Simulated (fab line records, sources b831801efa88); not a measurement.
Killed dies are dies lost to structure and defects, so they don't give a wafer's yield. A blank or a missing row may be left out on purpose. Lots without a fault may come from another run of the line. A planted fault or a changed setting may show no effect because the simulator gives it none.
fab line records | flow sky130
record lots=14 wafers=42 last_day=50
route steps=708 shown VT_ADJUST_PCH@150 POLY_GATE@235 LDD_N@241
lots that met no fault: from a run of the same line without faults
start_h: hours from the record's first day to the start of the lot's first wafer shown | wait_h: hours since the lot's step before | " the same as in the row above | L1.1+2: a row that stands for several wafers | - no value, or no start given | * or withheld: withheld | < > ~ a bound
route shown NAME@n: a module of which the file shows steps, and the number in the route of the first | usual: mean/standard deviation of fault-free wafers | same: alike in all rows | chamber/n: place in a boat | sites: the reading at each site | _std_site: their standard deviation | _edge_site: outer sites' mean less inner sites' | radius_mm: how far each site lies from the wafer's centre | mask NAME#n: copy n | behind: the tool/chamber that last shaped the wafer | hold: why the lot was held/for how many hours/how that ended | device: the transistor (n, p or np) that didn't switch | end of line: the same wafers' tests at the end of the route | a step without rows: its recipe alone | killed: dies lost to structure and defects at the first sort, not the wafer's yield | map: a wafer's dies, x killed, . not, _ none there
set.NAME: the setting as run; set.NAME@STEP: as run at that earlier step | model.NAME: the simulator's own value behind a step, which no gauge read
steps of the route over a sample of lots; a table a step, a row a wafer
services: from which hour (start_h, from the record's first day; less than 0 if before it) a tool's chamber was out of use, for how many hours, and why
## steps
# step SKY_VT_ADJUST_PCH_OVL_MEAS_07
# usual VT_ADJUST_PCH_OVL=0.3/1.4
# columns lot.wafer tool chamber start_h wait_h VT_ADJUST_PCH_OVL[nm]
L737.1 overlay-01 - 226.26 - -2.4
L737.2 " - " " -2.5
L737.3 " - " " -0.9
L742.2 overlay-02 - 272.47 - -0.9
L742.4 " - " " -0.1
L742.6 " - " " -0.4
L745.2 overlay-01 - 290.28 - 2.0
L745.3 " - " " 1.1
L745.6 " - " " 0.0
L746.1 overlay-01 - 293.46 - 0.1
L746.4 " - " " 0.6
L746.5 " - " " -0.4
L750.2 overlay-01 - 328.18 - 1.8
L750.4 " - " " 0.5
L750.5 " - " " 0.8
L751.1 overlay-01 - 334.56 - -0.3
L751.3 " - " " -0.3
L751.4 " - " " -0.8
L752.2 overlay-01 - 341.92 - 1.1
L752.3 " - " " -0.9
L752.4 " - " " -0.8
L753.3 overlay-01 - 351.33 - -0.4
L753.5 " - " " 2.2
L753.6 " - " " 0.8
L754.2 overlay-01 - 360.12 - 0.3
L754.4 " - " " 0.7
L754.5 " - " " 0.5
L755.1 overlay-01 - 367.72 - 1.3
L755.2 " - " " -0.3
L755.4 " - " " 0.9
L757.1 overlay-01 - 381.76 - 1.8
L757.2 " - " " 0.1
L757.6 " - " " 2.1
L758.1 overlay-01 - 387.31 - -2.4
L758.2 " - " " -1.8
L758.3 " - " " -1.8
L759.3 overlay-01 - 392.93 - -2.8
L759.4 " - " " -1.1
L759.5 " - " " -2.3
L760.3 overlay-01 - 404.13 - 2.4
L760.4 " - " " 1.3
L760.5 " - " " 1.6
# step SKY_POLY_GATE_THK_MEAS_21
# recipe reads=SiO2_of_POLY_GATE_OXIDATION_20
# usual POLY_GATE_OXIDATION_THK=4.01/0.091
# columns lot.wafer tool chamber start_h wait_h POLY_GATE_OXIDATION_THK[nm]
L737.1 film_metro-01 - 374.18 0.0 4.02
L737.2 " - " " 3.89
L737.3 " - " " 3.95
L742.2 film_metro-04 - 424.88 0.0 3.84
L742.4 " - " " 3.85
L742.6 " - " " 3.93
L745.2 film_metro-04 - 451.34 0.0 4.04
L745.3 " - " " 4.00
L745.6 " - " " 4.02
L746.1 film_metro-01 - 458.26 0.0 4.08
L746.4 " - " " 4.13
L746.5 " - " " 4.01
L750.2 film_metro-04 - 492.51 0.0 4.32
L750.4 " - " " 4.19
L750.5 " - " " 4.06
L751.1 film_metro-01 - 502.80 0.0 4.05
L751.3 " - " " 3.92
L751.4 " - " " 3.93
L752.2 film_metro-02 - 511.35 0.0 3.98
L752.3 " - " " 4.02
L752.4 " - " " 4.03
L753.3 film_metro-01 - 515.44 0.0 4.03
L753.5 " - " " 4.03
L753.6 " - " " 4.10
L754.2 film_metro-01 - 528.26 0.0 4.01
L754.4 " - " " 3.99
L754.5 " - " " 4.01
L755.1 film_metro-02 - 535.36 0.0 4.07
L755.2 " - " " 4.19
L755.4 " - " " 4.11
L757.1 film_metro-04 - 547.80 0.0 4.07
L757.2 " - " " 4.13
L757.6 " - " " 3.95
L758.1 film_metro-02 - 555.05 0.0 4.06
L758.2 " - " " 4.11
L758.3 " - " " 3.96
L759.3 film_metro-04 - 559.63 0.0 3.96
L759.4 " - " " 3.98
L759.5 " - " " 3.95
L760.3 film_metro-01 - 572.82 0.0 3.96
L760.4 " - " " 3.96
L760.5 " - " " 3.91
# step SKY_LDD_N_EXPOSE_04
# recipe mask_id=NTM target_cd_nm=840 na=0.6 source_shape=conventional sigma_outer=0.6 dose_mj=110
# usual exposure_dose_mJ_cm2=109.99/0.1 focus_offset_nm=0.0/0.54 na=0.6/0
# columns lot.wafer tool chamber start_h wait_h mask exposure_dose_mJ_cm2 focus_offset_nm na
L737.1 iline_stepper-02 0 388.01 - NTM#0 110.02 0.7 0.6
L737.2 " 0 " " NTM#0 109.95 0.0 0.6
L737.3 " 0 " " NTM#0 109.99 0.1 0.6
L742.2 iline_stepper-01 0 440.31 - NTM#0 110.01 0.2 0.6
L742.4 " 0 " " NTM#0 109.97 0.3 0.6
L742.6 " 0 " " NTM#0 110.08 0.0 0.6
L745.2 iline_stepper-02 - 467.26 - NTM#0 - - -
L745.3 " - " " NTM#0 - - -
L745.6 " - " " NTM#0 - - -
L746.1 iline_stepper-02 - 473.47 - NTM#0 - - -
L746.4 " - " " NTM#0 - - -
L746.5 " - " " NTM#0 - - -
L750.2 iline_stepper-02 0 508.70 - NTM#0 110.07 -0.3 0.6
L750.4 " 0 " " NTM#0 110.13 0.0 0.6
L750.5 " 0 " " NTM#0 110.04 -0.2 0.6
L751.1 iline_stepper-02 0 518.45 - NTM#0 109.85 1.6 0.6
L751.3 " 0 " " NTM#0 110.03 0.2 0.6
L751.4 " 0 " " NTM#0 109.89 0.0 0.6
L752.2 iline_stepper-02 0 535.91 - NTM#0 109.90 -0.6 0.6
L752.3 " 0 " " NTM#0 109.96 0.3 0.6
L752.4 " 0 " " NTM#0 109.96 -0.2 0.6
L753.3 iline_stepper-02 0 536.51 - NTM#0 110.24 0.5 0.6
L753.5 " 0 " " NTM#0 110.28 0.7 0.6
L753.6 " 0 " " NTM#0 109.98 0.9 0.6
L754.2 iline_stepper-01 0 542.95 - NTM#0 109.95 -0.4 0.6
L754.4 " 0 " " NTM#0 109.83 -0.5 0.6
L754.5 " 0 " " NTM#0 109.88 0.3 0.6
L755.1 iline_stepper-01 0 548.86 - NTM#0 110.07 0.8 0.6
L755.2 " 0 " " NTM#0 109.78 0.4 0.6
L755.4 " 0 " " NTM#0 109.99 0.2 0.6
L757.1 iline_stepper-01 0 561.31 - NTM#0 109.94 0.2 0.6
L757.2 " 0 " " NTM#0 109.79 -0.2 0.6
L757.6 " 0 " " NTM#0 109.97 -0.8 0.6
L758.1 iline_stepper-02 0 570.04 - NTM#0 109.80 0.8 0.6
L758.2 " 0 " " NTM#0 110.09 -0.4 0.6
L758.3 " 0 " " NTM#0 110.12 0.8 0.6
L759.3 iline_stepper-01 0 575.78 - NTM#0 110.09 0.8 0.6
L759.4 " 0 " " NTM#0 110.18 -0.1 0.6
L759.5 " 0 " " NTM#0 109.99 -0.1 0.6
L760.3 iline_stepper-02 0 587.43 - NTM#0 109.97 -1.1 0.6
L760.4 " 0 " " NTM#0 109.98 -0.5 0.6
L760.5 " 0 " " NTM#0 110.14 -1.1 0.6
# step SKY_LDD_N_OVL_MEAS_07
# usual LDD_N_OVL=-1.6/1.3
# columns lot.wafer tool chamber start_h wait_h LDD_N_OVL[nm]
L737.1 overlay-01 - 402.47 0.1 -0.7
L737.2 " - " " 0.9
L737.3 " - " " -0.5
L742.2 overlay-01 - 455.62 0.1 -1.3
L742.4 " - " " -3.2
L742.6 " - " " -1.6
L745.2 overlay-02 - 481.56 0.1 -
L745.3 " - " " -
L745.6 " - " " -
L746.1 overlay-02 - 488.21 0.1 -
L746.4 " - " " -
L746.5 " - " " -
L750.2 overlay-01 - 524.01 0.1 -2.1
L750.4 " - " " -1.8
L750.5 " - " " -2.1
L751.1 overlay-01 - 533.85 0.1 -0.5
L751.3 " - " " -0.7
L751.4 " - " " 0.3
L752.2 overlay-01 - 549.41 0.1 0.2
L752.3 " - " " -2.6
L752.4 " - " " -0.9
L753.3 overlay-01 - 550.38 0.1 -2.2
L753.5 " - " " -1.8
L753.6 " - " " -2.8
L754.2 overlay-02 - 556.86 0.1 -1.1
L754.4 " - " " 0.7
L754.5 " - " " -0.6
L755.1 overlay-02 - 562.22 0.1 -1.9
L755.2 " - " " -2.8
L755.4 " - " " -2.4
L757.1 overlay-02 - 576.71 0.1 -3.5
L757.2 " - " " -3.6
L757.6 " - " " -2.1
L758.1 overlay-02 - 584.36 0.1 -2.0
L758.2 " - " " -1.1
L758.3 " - " " -1.2
L759.3 overlay-02 - 589.93 0.1 1.1
L759.4 " - " " -2.3
L759.5 " - " " 1.5
L760.3 overlay-02 - 601.98 0.1 -2.9
L760.4 " - " " -3.2
L760.5 " - " " -2.5
## services
# columns tool chamber start_h hours kind
iline_stepper-01 - 403.78 7.9 repair
iline_stepper-01 - 447.93 1.7 pm
iline_stepper-02 - 460.63 6.2 repair
iline_stepper-02 - 479.25 1.7 pm
iline_stepper-01 - 517.08 2.1 pm
iline_stepper-01 - 519.16 - consumable_replace:lamp
iline_stepper-01 - 525.66 8.9 pm
iline_stepper-02 - 526.04 9.7 repair
iline_stepper-02 - 557.69 2.1 pm
iline_stepper-02 - 559.77 - consumable_replace:lamp
iline_stepper-01 - 584.56 4.4 pm
## key
first_sign step=SKY_LDD_N_EXPOSE_04 reading=tool_record direction=missing
effect none on later readings
met_at SKY_LDD_N_EXPOSE_04
struck_lots L745,L746
sort_left_out L745.2,L745.3,L745.6,L746.1,L746.4,L746.5
tester_left_out L745,L746
not_acting_at SKY_VT_ADJUST_PCH_OVL_MEAS_07,SKY_POLY_GATE_THK_MEAS_21,SKY_LDD_N_OVL_MEAS_07
onset_between 388.01 467.26
fault kind=skipped_step_whole tool=iline_stepper-02 chamber=- onset_h=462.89 steps=SKY_LDD_N_EXPOSE_04 scope=struck_lots_only
# tester_left_out: of these lots the tester's yield and bins aren't shown, on N5 and GAA mostly nor the transistor test; their killed dies are dies lost to structure and defects alone, not to doping, threshold or leakage, so they don't give the yield
# sort_left_out: the simulated sort isn't trusted on such a fault, so these wafers' sort isn't shown, and their yield isn't known
